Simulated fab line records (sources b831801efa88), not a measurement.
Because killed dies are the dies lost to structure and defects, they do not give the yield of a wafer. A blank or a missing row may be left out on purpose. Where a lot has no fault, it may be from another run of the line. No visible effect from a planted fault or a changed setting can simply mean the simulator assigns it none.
One fault through the eyes of 2 desks -- flow sky130 -- each desk has only its own numbers; what lay behind them comes last

## FOR THE TOOL OWNER'S DESK: pvd_sputter-03
The tool's own readings at SKY_LOCAL_INTERCONNECT_SPUTTER_00 (material TiN, target thk 100 nm, time 83.3 s): means of the sampled wafers that have a number, for each lot that ran on this tool. If a lot's mean is further than 4 standard deviations from the usual mean, the lot is out of limits and carries the mark OUT (the distance appears in the brackets).
Columns: A = chamber_pressure_pa at SKY_LOCAL_INTERCONNECT_SPUTTER_00, usual 0.4000 Pa; B = substrate_temp_c at SKY_LOCAL_INTERCONNECT_SPUTTER_00, usual 300.04 C; C = susceptor_temp_C at SKY_LOCAL_INTERCONNECT_SPUTTER_00, usual 300.01 C; D = throttle_valve_pct at SKY_LOCAL_INTERCONNECT_SPUTTER_00, usual 30.4 %
lot,first seen here,A,B,C,D
L675,day 31 06:28,0.3996,299.87,300.12,29.0
L685,day 34 00:34,0.4001,300.04,300.09,30.1
L686,day 34 10:09,0.4006,299.88,300.01,28.6
This desk's finding: nothing out of limits on any of the 3 lots.

## THE METROLOGY DESK
What the gauges read, lot by lot, whatever tool the lot ran on: means of the sampled wafers that have a number. If a lot's mean is further than 4 standard deviations from the usual mean, the lot is out of limits and carries the mark OUT (the distance appears in the brackets).
Columns: A = cd_nm at SKY_LI_CONTACT_CD_MEAS_12, usual 170.1 nm; B = LOCAL_INTERCONNECT_TIN_RS at SKY_LOCAL_INTERCONNECT_RS_MEAS_01, usual 14.17 ohm/sq; C = LOCAL_INTERCONNECT_TIN_THK at SKY_LOCAL_INTERCONNECT_THK_MEAS_02, usual 97.9 nm
lot,first seen here,A,B,C
L675,day 31 05:08,168.4,14.03,98.9
L677,day 31 09:40,169.6,14.20,97.7
L678,day 31 16:08,169.5,14.22,97.7
L680,day 32 04:02,170.5,14.24,97.6
L685,day 33 23:13,170.5,13.09 (-5.7) OUT,107.6 (+7.4) OUT
L686,day 34 08:49,170.1,12.52 (-8.7) OUT,111.8 (+11) OUT
L689,day 35 01:14,169.7,14.43,97.1
L692,day 36 07:39,170.1,14.06,99.1
L693,day 36 10:26,171.6,14.14,98.5
L695,day 36 21:05,170.1,14.19,97.9
Finding of this desk: L685, L686 out of limits, first seen on L685 at day 34 00:38 (LOCAL_INTERCONNECT_TIN_RS at SKY_LOCAL_INTERCONNECT_RS_MEAS_01). L675, L677, L678, L680, L689, L692, L693, L695 stayed within limits.

## TAKEN TOGETHER
Metrology desk: alarm possible at day 34 00:38 on L685, L686.
Nothing out of limits was seen by the tool owner's desk.
The tool owner's desk has L685, L686 on record, within its limits.
All the named lots went through SKY_LOCAL_INTERCONNECT_SPUTTER_00 on pvd_sputter-03.

## WHAT HAD BEEN PUT IN BY THE SIMULATOR
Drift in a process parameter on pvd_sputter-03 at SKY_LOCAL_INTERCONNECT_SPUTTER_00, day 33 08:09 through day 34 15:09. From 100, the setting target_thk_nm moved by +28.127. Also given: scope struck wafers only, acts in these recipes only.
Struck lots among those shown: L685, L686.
Per desk, hours elapsed from the start of the fault to the first reading out of limits: for the metrology desk, 16.
